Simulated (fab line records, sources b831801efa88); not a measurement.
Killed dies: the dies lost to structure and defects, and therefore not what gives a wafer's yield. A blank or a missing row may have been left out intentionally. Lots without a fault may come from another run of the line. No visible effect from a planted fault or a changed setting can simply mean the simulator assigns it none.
A struck lot beside a sound one -- flow gf180mcu -- 15 steps out of a route of 602
Sound: wafers L356.2, L356.5, L356.6. Struck: wafer L369.5 (left out: L369.6, a lot-mate that was not struck); the cause follows at the end.
Per side, at each step with rows, come the tool, then ch with its chambers, and then its first start. Under that, the readings that differ: sound wafers -- struck wafers -- difference of the means -- sigmas: that difference in standard deviations of wafers without a fault.
alike: readings with means less than 2 such deviations apart, plus words and numbers identical on both sides. not compared: withheld readings, readings lacking a value on some wafer, bounds such as >300 that could conceal the same value, and numbers that have no deviation in the record and whose values overlap.
The two part at a step that has a row with sigmas, a row that says differs or no value, or rows on one side only. Non-overlapping numbers with no deviation appear without sigmas and do not part them. A reading that every wafer of one side lacks parts them only if that side has two wafers or more.

GF_PSD_RS_MEAS_15: measurement is done with a four-point probe.
  sound on film-metro-04 at day 15 07:13; struck on film-metro-01 at day 20 01:34
reading,sound,struck,difference,sigmas
PSD_RS (ohm/sq),109.7 109.5 109.5,108.2,-1.4,-4
GF_SAB_CVD_00: deposits SiO2 from TEOS, target thk 50 nm, time 4.9302 s.
  sound on pecvd-02 ch 0,1,2, day 15 07:19; struck on pecvd-03 ch 2, day 20 01:37
  alike: heater-power-w, rf-fwd-power-W
GF_SAB_THK_MEAS_01:
  sound on film-metro-02 at day 15 07:20; struck on film-metro-02 at day 20 01:40
  alike: SAB_CVD_00_THK
then, 7 steps without rows for these wafers: GF_SAB_DEHYDRATE_02 (time 60 s); GF_SAB_HMDS_03 (prime time 60 s); GF_SAB_COAT_04 (resist thk 1000 nm); GF_SAB_SOFTBAKE_05 (time 60 s); GF_SAB_EXPOSE_06 (exposes mask SAB, target cd 420 nm); GF_SAB_PEB_07; GF_SAB_DEVELOP_08 (develop time 60 s).
GF_SAB_CD_MEAS_09 targets a cd of 420 nm.
  sound on cd-sem-02 at day 16 05:34; struck on cd-sem-01 at day 21 01:31
  alike: cd-nm
GF_SAB_OVL_MEAS_10:
  sound on overlay-01 at day 16 05:40; struck on overlay-02 at day 21 01:35
  alike: SAB_OVL
GF_SAB_ETCH_11: etches SiO2 in C4F8/O2/Ar, target depth 55 nm, time 8.5 s.
  sound on rie-diel-02 ch 2,3, day 16 05:42; struck on rie-diel-02 ch 0, day 21 01:36
reading,sound,struck,difference,sigmas
oes-product-au (a.u.),0.995 1.005 1.002,0.915,-0.086,-13
model.etch.depth-nm (nm),54.91 55.21 55.46,46.59,-8.60,
model.SAB.feature-depth-nm (nm),54.91 55.21 55.46,46.59,-8.60,
  alike: rf-fwd-power-W
  not compared: rf-hours-counter-h
then, 1 step without rows for these wafers: GF_SAB_WET_ETCH_12 (etches SiO2 in dHF, target depth 22 nm, time 440 s).
GF_PASSIVATION_PROBE_99:
  sound wafers here have rows in the record (prober-02, day 30 01:49); struck ones have none

## WHERE THEY PART
First at GF_PSD_RS_MEAS_15; last, within this record, at GF_PASSIVATION_PROBE_99.

WHY: what the simulator had put in
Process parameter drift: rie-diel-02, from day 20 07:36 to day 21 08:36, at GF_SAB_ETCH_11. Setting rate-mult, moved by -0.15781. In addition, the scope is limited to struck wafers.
